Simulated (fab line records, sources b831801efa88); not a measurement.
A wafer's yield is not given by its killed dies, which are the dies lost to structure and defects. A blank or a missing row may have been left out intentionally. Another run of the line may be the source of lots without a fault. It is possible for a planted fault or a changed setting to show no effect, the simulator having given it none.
Split-lot study || flow gf180mcu || 5 lots, 23 wafers read, on a route of 602 steps

== SPLIT DETAILS ==
At GF_HV_LDD_CVD_54 (deposits SiO2 from TEOS, target thk 10 nm, time 75 s), the setting target_thk_nm was moved away from the recipe's 10 nm on 10 of the 23 wafers read, by -8.0% to +8.2%. For the rest of the wafers, this setting stayed at what the recipe calls for.

No step appears in the file between the split and the reading.

== THE READING ==
HV_LDD_CVD_54_THK, in nm, at GF_HV_LDD_THK_MEAS_55. Typical for fault-free wafers on this fab line: 10.00 nm, with standard deviation 0.1 nm.

{"wafer": "L074.1", "tool, chamber at the split": "-, -", "target_thk_nm as run, nm": 10, "against the recipe": "recipe", "HV_LDD_CVD_54_THK, nm": 9.89, "against lot-mates on the recipe": "-"}
{"wafer": "L074.2", "tool, chamber at the split": "-, -", "target_thk_nm as run, nm": 10, "against the recipe": "recipe", "HV_LDD_CVD_54_THK, nm": 9.90, "against lot-mates on the recipe": "-"}
{"wafer": "L074.3", "tool, chamber at the split": "-, -", "target_thk_nm as run, nm": 10, "against the recipe": "recipe", "HV_LDD_CVD_54_THK, nm": 9.83, "against lot-mates on the recipe": "-"}
{"wafer": "L074.4", "tool, chamber at the split": "-, -", "target_thk_nm as run, nm": 10, "against the recipe": "recipe", "HV_LDD_CVD_54_THK, nm": 9.89, "against lot-mates on the recipe": "-"}
{"wafer": "L074.6", "tool, chamber at the split": "-, -", "target_thk_nm as run, nm": 10, "against the recipe": "recipe", "HV_LDD_CVD_54_THK, nm": 9.82, "against lot-mates on the recipe": "-"}
{"wafer": "L076.1", "tool, chamber at the split": "-, -", "target_thk_nm as run, nm": 9.201, "against the recipe": "-8.0%", "HV_LDD_CVD_54_THK, nm": 9.26, "against lot-mates on the recipe": "no lot-mate on the recipe"}
{"wafer": "L076.2", "tool, chamber at the split": "-, -", "target_thk_nm as run, nm": 9.201, "against the recipe": "-8.0%", "HV_LDD_CVD_54_THK, nm": 9.36, "against lot-mates on the recipe": "no lot-mate on the recipe"}
{"wafer": "L076.4", "tool, chamber at the split": "-, -", "target_thk_nm as run, nm": 9.201, "against the recipe": "-8.0%", "HV_LDD_CVD_54_THK, nm": 9.26, "against lot-mates on the recipe": "no lot-mate on the recipe"}
{"wafer": "L076.5", "tool, chamber at the split": "-, -", "target_thk_nm as run, nm": 9.201, "against the recipe": "-8.0%", "HV_LDD_CVD_54_THK, nm": 9.17, "against lot-mates on the recipe": "no lot-mate on the recipe"}
{"wafer": "L076.6", "tool, chamber at the split": "-, -", "target_thk_nm as run, nm": 9.201, "against the recipe": "-8.0%", "HV_LDD_CVD_54_THK, nm": 9.23, "against lot-mates on the recipe": "no lot-mate on the recipe"}
{"wafer": "L077.1", "tool, chamber at the split": "lpcvd-02, 0", "target_thk_nm as run, nm": 10, "against the recipe": "recipe", "HV_LDD_CVD_54_THK, nm": 9.92, "against lot-mates on the recipe": "-"}
{"wafer": "L077.5", "tool, chamber at the split": "lpcvd-02, 0", "target_thk_nm as run, nm": 10, "against the recipe": "recipe", "HV_LDD_CVD_54_THK, nm": 10.10, "against lot-mates on the recipe": "-"}
{"wafer": "L077.6", "tool, chamber at the split": "lpcvd-02, 0", "target_thk_nm as run, nm": 10, "against the recipe": "recipe", "HV_LDD_CVD_54_THK, nm": 10.04, "against lot-mates on the recipe": "-"}
{"wafer": "L078.1", "tool, chamber at the split": "-, -", "target_thk_nm as run, nm": 10, "against the recipe": "recipe", "HV_LDD_CVD_54_THK, nm": 9.98, "against lot-mates on the recipe": "-"}
{"wafer": "L078.2", "tool, chamber at the split": "-, -", "target_thk_nm as run, nm": 10, "against the recipe": "recipe", "HV_LDD_CVD_54_THK, nm": 10.04, "against lot-mates on the recipe": "-"}
{"wafer": "L078.4", "tool, chamber at the split": "-, -", "target_thk_nm as run, nm": 10, "against the recipe": "recipe", "HV_LDD_CVD_54_THK, nm": 9.97, "against lot-mates on the recipe": "-"}
{"wafer": "L078.5", "tool, chamber at the split": "-, -", "target_thk_nm as run, nm": 10, "against the recipe": "recipe", "HV_LDD_CVD_54_THK, nm": 9.98, "against lot-mates on the recipe": "-"}
{"wafer": "L078.6", "tool, chamber at the split": "-, -", "target_thk_nm as run, nm": 10, "against the recipe": "recipe", "HV_LDD_CVD_54_THK, nm": 10.07, "against lot-mates on the recipe": "-"}
{"wafer": "L080.2", "tool, chamber at the split": "-, -", "target_thk_nm as run, nm": 10.82, "against the recipe": "+8.2%", "HV_LDD_CVD_54_THK, nm": 10.87, "against lot-mates on the recipe": "no lot-mate on the recipe"}
{"wafer": "L080.3", "tool, chamber at the split": "-, -", "target_thk_nm as run, nm": 10.82, "against the recipe": "+8.2%", "HV_LDD_CVD_54_THK, nm": 10.79, "against lot-mates on the recipe": "no lot-mate on the recipe"}
{"wafer": "L080.4", "tool, chamber at the split": "-, -", "target_thk_nm as run, nm": 10.82, "against the recipe": "+8.2%", "HV_LDD_CVD_54_THK, nm": 10.80, "against lot-mates on the recipe": "no lot-mate on the recipe"}
{"wafer": "L080.5", "tool, chamber at the split": "-, -", "target_thk_nm as run, nm": 10.82, "against the recipe": "+8.2%", "HV_LDD_CVD_54_THK, nm": 10.75, "against lot-mates on the recipe": "no lot-mate on the recipe"}
{"wafer": "L080.6", "tool, chamber at the split": "-, -", "target_thk_nm as run, nm": 10.82, "against the recipe": "+8.2%", "HV_LDD_CVD_54_THK, nm": 10.89, "against lot-mates on the recipe": "no lot-mate on the recipe"}

THE FIT
A straight line over all 23 wafers: HV_LDD_CVD_54_THK changes by +0.0967 nm for each +1% of target_thk_nm; r = +0.99; the points scatter about the line by 0.087 nm.
Too few moved wafers have a lot-mate on the recipe to fit a line with each lot's own level taken away.

== THE WHOLE CHAIN: every reading that the file lists as answering this split, in the file's order ==
{"step": "GF_HV_LDD_CVD_54", "what it does": "deposits SiO2 from TEOS, target thk 10 nm, time 75 s", "reading": "SiO2_of_HV_LDD_CVD_54.thk_nm (the simulator's own value, which no gauge read)", "change (the file's fit)": "+0.0953 nm for each +1% of the setting", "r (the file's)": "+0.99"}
{"step": "GF_HV_LDD_THK_MEAS_55", "what it does": "", "reading": "HV_LDD_CVD_54_THK", "change (the file's fit)": "+0.0968 for each +1% of the setting", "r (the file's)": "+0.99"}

== THE FILE'S OWN FIT ==
HV_LDD_CVD_54_THK changes by +0.0968 nm for each +1% of target_thk_nm, r = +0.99.
